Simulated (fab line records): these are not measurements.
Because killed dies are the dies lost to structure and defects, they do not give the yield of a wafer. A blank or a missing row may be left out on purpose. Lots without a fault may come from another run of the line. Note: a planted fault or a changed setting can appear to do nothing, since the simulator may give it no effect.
Problem report, 8D (eight disciplines) form, completed by code :: flow gf180mcu :: the parts of the form that need people (team, actions taken, sign-off) are left out

## 1. PROBLEM STATEMENT
Mean of cdNm at GF_SAB_CD_MEAS_09: 460.3 nm across 6 wafers in 2 lots; on wafers with no fault it is 420.4 nm (standard deviation 2). Relative to the usual mean, that is a shift of +20 standard deviations.
The step: target cd 420 nm.
Seen first at day 18 11:44 on cdSem-01, wafer L419.1. Wafers with a number at this step in the record: 39, from 13 lots. Rule for "out" (also "out of limits"): further than 4 standard deviations from the usual mean. The other wafers with a number count as sound.

## 2. WHAT IT IS AND WHAT IT IS NOT
question: which readings at this step
is: cdNm
is not: -

question: which lots
is: L419, L422
is not: L410, L411, L412, L415, L418, L423, L424, L426, L427, L432, L433

question: which wafers of those lots
is: all that have a number
is not: -

question: read on which gauges
is: cdSem-01, cdSem-02
is not: -

question: when
is: from day 18 11:44
is not: up to then (15 sound wafers); but 18 sound wafers of L423, L424, L426, L427, L432, L433 came after

## 3. SUSPECTS, AND WHAT RULES EACH OUT
Counting: a tool stays on the suspect list if, at a process step up to the reading, it processed all lots that are out and no sound lot following the first of them.
- the gauge at GF_SAB_CD_MEAS_09 is ruled out. The wafers that are out were read on 2 gauges (cdSem-01, cdSem-02).
- ilineStepper-01 at GF_SAB_EXPOSE_06 (exposes mask SAB, target cd 420 nm): kept. All lots that are out passed through it, beginning with L419 at day 17 23:55, and no sound lot followed; its final sound lot before that point was L415 at day 16 13:28. On those wafers its own readings are out: exposureDoseMJCm2.
Remaining after the count: ilineStepper-01 at GF_SAB_EXPOSE_06.

## 4. THE CAUSE (what the simulator had put in)
Drift in process parameters on ilineStepper-01 at GF_SAB_EXPOSE_06, starting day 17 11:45. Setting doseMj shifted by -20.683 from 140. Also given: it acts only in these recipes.
The count eliminated every tool but this one.

## 5. THE CHAIN OF EFFECTS, in route order
Each row: a reading whose mean over the struck wafers that have a number lies more than 3 standard deviations from the usual. Only readings for which the record gives a usual standard deviation are gone through. hours: the time from each lot's start at the first step in this table that gives one to its start at this step, as a median over the lots. sigmas: the change in usual standard deviations.
hours: 0
step: GF_SAB_EXPOSE_06
reading: exposureDoseMJCm2
usual: 139.89
on struck wafers: 121.16
change: -18.73
sigmas: -99 or more

hours: 12
step: GF_SAB_CD_MEAS_09
reading: cdNm
usual: 420.4 nm
on struck wafers: 460.3
change: +39.9
sigmas: +20
Process steps it contains:
- GF_SAB_EXPOSE_06: exposes mask SAB, target cd 420 nm.
Later measuring or inspecting steps at which every struck wafer that the step has a row for has a number for every such reading, and none has moved that far: GF_SALICIDE_THK_MEAS_05.

## 6. HOW IT WOULD HAVE BEEN CAUGHT EARLIER
Counted from the fault's start at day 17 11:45, it took 24 hours until the first out-of-limits reading at a measuring or inspecting step in this record, taken at day 18 11:44.
At GF_SAB_EXPOSE_06, the tool's own readings (exposureDoseMJCm2) were out on each struck wafer the step has a row for, so an alarm limit on them would have fired on the first such wafer.
Of the lots that are out (2), L422 began GF_SAB_EXPOSE_06 on ilineStepper-01 after day 18 11:44. Putting the tool on hold at that point would have spared it.
